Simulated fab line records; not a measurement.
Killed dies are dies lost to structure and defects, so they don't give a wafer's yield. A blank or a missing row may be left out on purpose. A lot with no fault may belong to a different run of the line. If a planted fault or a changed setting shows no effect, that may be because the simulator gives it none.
Which tool did it?	flow gf180mcu	14 lots with 42 wafers sampled at 4 steps, on a route of 602 steps

== WHAT EACH GAUGE READ, for each wafer ==
GF_CONTACT_RS_MEAS_25: uses a four-point probe to measure. Usual: CONTACT_W_RS typically reads 0.385 ohm/sq, with standard deviation 0.004.
lot	measured	on	CONTACT_W_RS (ohm/sq)	flag
L675	day 16 01:08	filmMetro-01	0.386 0.382 0.386	
L676	day 17 03:15	filmMetro-01	0.388 0.387 0.387	
L678	day 17 11:50	filmMetro-03	0.382 0.384 0.385	
L677	day 17 14:44	filmMetro-01	0.388 0.387 0.388	
L681	day 18 10:34	filmMetro-03	0.388 0.384 0.382	
L682	day 19 00:40	filmMetro-01	0.380 0.383 0.385	
L687	day 20 13:16	filmMetro-02	0.385 0.384 0.383	
L689	day 21 06:25	filmMetro-02	0.380 0.383 0.381	
L690	day 21 15:58	filmMetro-03	0.393 0.394 0.390	
L691	day 21 22:48	filmMetro-03	0.387 0.386 0.384	
L694	day 23 00:37	filmMetro-03	0.384 0.384 0.383	
L696	day 23 18:29	filmMetro-02	0.381 0.383 0.386	
L697	day 23 22:26	filmMetro-02	0.390 0.388 0.390	
L698	day 24 04:25	filmMetro-02	0.389 0.391 0.386	

GF_CONTACT_THK_MEAS_26: measures by xrf. Usual: CONTACT_W_THK typically reads 312 nm, with standard deviation 4.8.
lot	measured	on	CONTACT_W_THK (nm)	flag
L675	day 16 01:14	filmMetro-01	309 313 310	
L676	day 17 03:22	filmMetro-01	311 311 311	
L678	day 17 11:56	filmMetro-03	314 311 307	
L677	day 17 14:50	filmMetro-01	310 311 311	
L681	day 18 10:41	filmMetro-03	308 314 313	
L682	day 19 00:47	filmMetro-01	316 313 314	
L687	day 20 13:23	filmMetro-02	315 314 316	
L689	day 21 06:32	filmMetro-02	317 314 313	
L690	day 21 16:05	filmMetro-03	304 300 306	
L691	day 21 22:55	filmMetro-03	307 309 310	
L694	day 23 00:42	filmMetro-03	309 308 308	
L696	day 23 18:37	filmMetro-02	319 315 315	
L697	day 23 22:33	filmMetro-02	309 311 312	
L698	day 24 04:31	filmMetro-02	310 308 311	

GF_V1_RS_MEAS_24: uses a four-point probe to measure. Usual: V1_W_RS typically reads 0.330 ohm/sq, with standard deviation 0.0034.
lot	measured	on	V1_W_RS (ohm/sq)	flag
L675	day 18 02:29	filmMetro-03	0.327 0.323 0.332	
L676	day 19 05:22	filmMetro-03	0.330 0.330 0.328	
L678	day 19 14:16	filmMetro-04	0.329 0.333 0.329	
L677	day 19 18:25	filmMetro-02	0.329 0.334 0.330	
L681	day 20 13:52	filmMetro-04	0.332 0.329 0.331	
L682	day 21 04:22	filmMetro-02	0.330 0.328 0.333	
L687	day 22 15:38	filmMetro-02	0.329 0.327 0.328	
L689	day 23 07:48	filmMetro-03	0.331 0.327 0.335	
L690	day 23 17:37	filmMetro-02	0.330 0.333 0.333	
L691	day 23 23:36	filmMetro-03	0.334 0.332 0.335	
L694	day 24 23:11	filmMetro-04	0.326 0.329 0.327	
L696	day 25 17:44	filmMetro-04	0.331 0.330 0.328	
L697	day 25 20:32	filmMetro-04	0.335 0.331 0.333	
L698	day 26 01:58	filmMetro-04	0.332 0.334 0.329	

== TOOL THAT RAN EACH LOT (tool first, then ch and the chambers of the sampled wafers, then the start) ==
lot	GF_HV_LDD_HMDS_13
L675	lithoTrack-02 ch 0, day 10 11:11
L676	lithoTrack-02 ch 0, day 11 05:02
L678	lithoTrack-04 ch 0, day 11 13:04
L677	lithoTrack-04 ch 0, day 11 14:32
L681	lithoTrack-04 ch 0, day 12 08:32
L682	lithoTrack-04 ch 0, day 12 21:41
L687	lithoTrack-04 ch 0, day 14 02:41
L689	lithoTrack-04 ch 0, day 14 16:44
L690	lithoTrack-02 ch 0, day 15 01:55
L691	lithoTrack-03 ch 0, day 15 06:32
L694	lithoTrack-02 ch 0, day 16 06:23
L696	lithoTrack-04 ch 0, day 17 00:47
L697	lithoTrack-02 ch 0, day 17 04:43
L698	lithoTrack-02 ch 0, day 17 11:11
- GF_HV_LDD_HMDS_13: prime time 60 s.

== WHAT THE TOOLS THEMSELVES READ (means of the sampled wafers that have a number; where no wafer has one, the mark that the record gives instead) ==
GF_HV_LDD_HMDS_13. Usual: primeTempC 119.99 C, standard deviation 0.13; resistLineTempC 23.00 C, standard deviation 0.11.
lot	tool	primeTempC (C)	resistLineTempC (C)	flag
L675	lithoTrack-02	119.97	23.10	
L676	lithoTrack-02	120.11	22.99	
L678	lithoTrack-04	120.03	23.02	
L677	lithoTrack-04	120.02	23.00	
L681	lithoTrack-04	119.99	23.02	
L682	lithoTrack-04	120.03	22.90	
L687	lithoTrack-04	126.64	23.07	OFF
L689	lithoTrack-04	126.62	22.95	OFF
L690	lithoTrack-02	119.81	23.12	
L691	lithoTrack-03	119.91	23.13	
L694	lithoTrack-02	119.96	22.98	
L696	lithoTrack-04	119.99	23.07	
L697	lithoTrack-02	120.11	22.89	
L698	lithoTrack-02	119.91	23.08	

== THE ANSWER, worked out from the rows above alone ==
Rule: lot off if the mean of its wafers having a number is beyond 3 standard deviations from the usual mean. A lot without any number at a reading at which 4 lots or more have one is off too. Where the step has rows for the other lots, those lots are counted as sound. After the gauges, taken in route order, come the tools' own readings; for these a lot's mean is taken, as printed above. The first step at which some lot is off is used, and at that step the reading that is off furthest; a lot without a number counts as furthest.
Off at GF_HV_LDD_HMDS_13 (primeTempC): L687, L689.
A tool fits if, at that step or a process step before it, it ran every lot that is off, and no sound lot after the first of them. Of those tried, none fits.

== WHAT THE SIMULATOR PUT IN ==
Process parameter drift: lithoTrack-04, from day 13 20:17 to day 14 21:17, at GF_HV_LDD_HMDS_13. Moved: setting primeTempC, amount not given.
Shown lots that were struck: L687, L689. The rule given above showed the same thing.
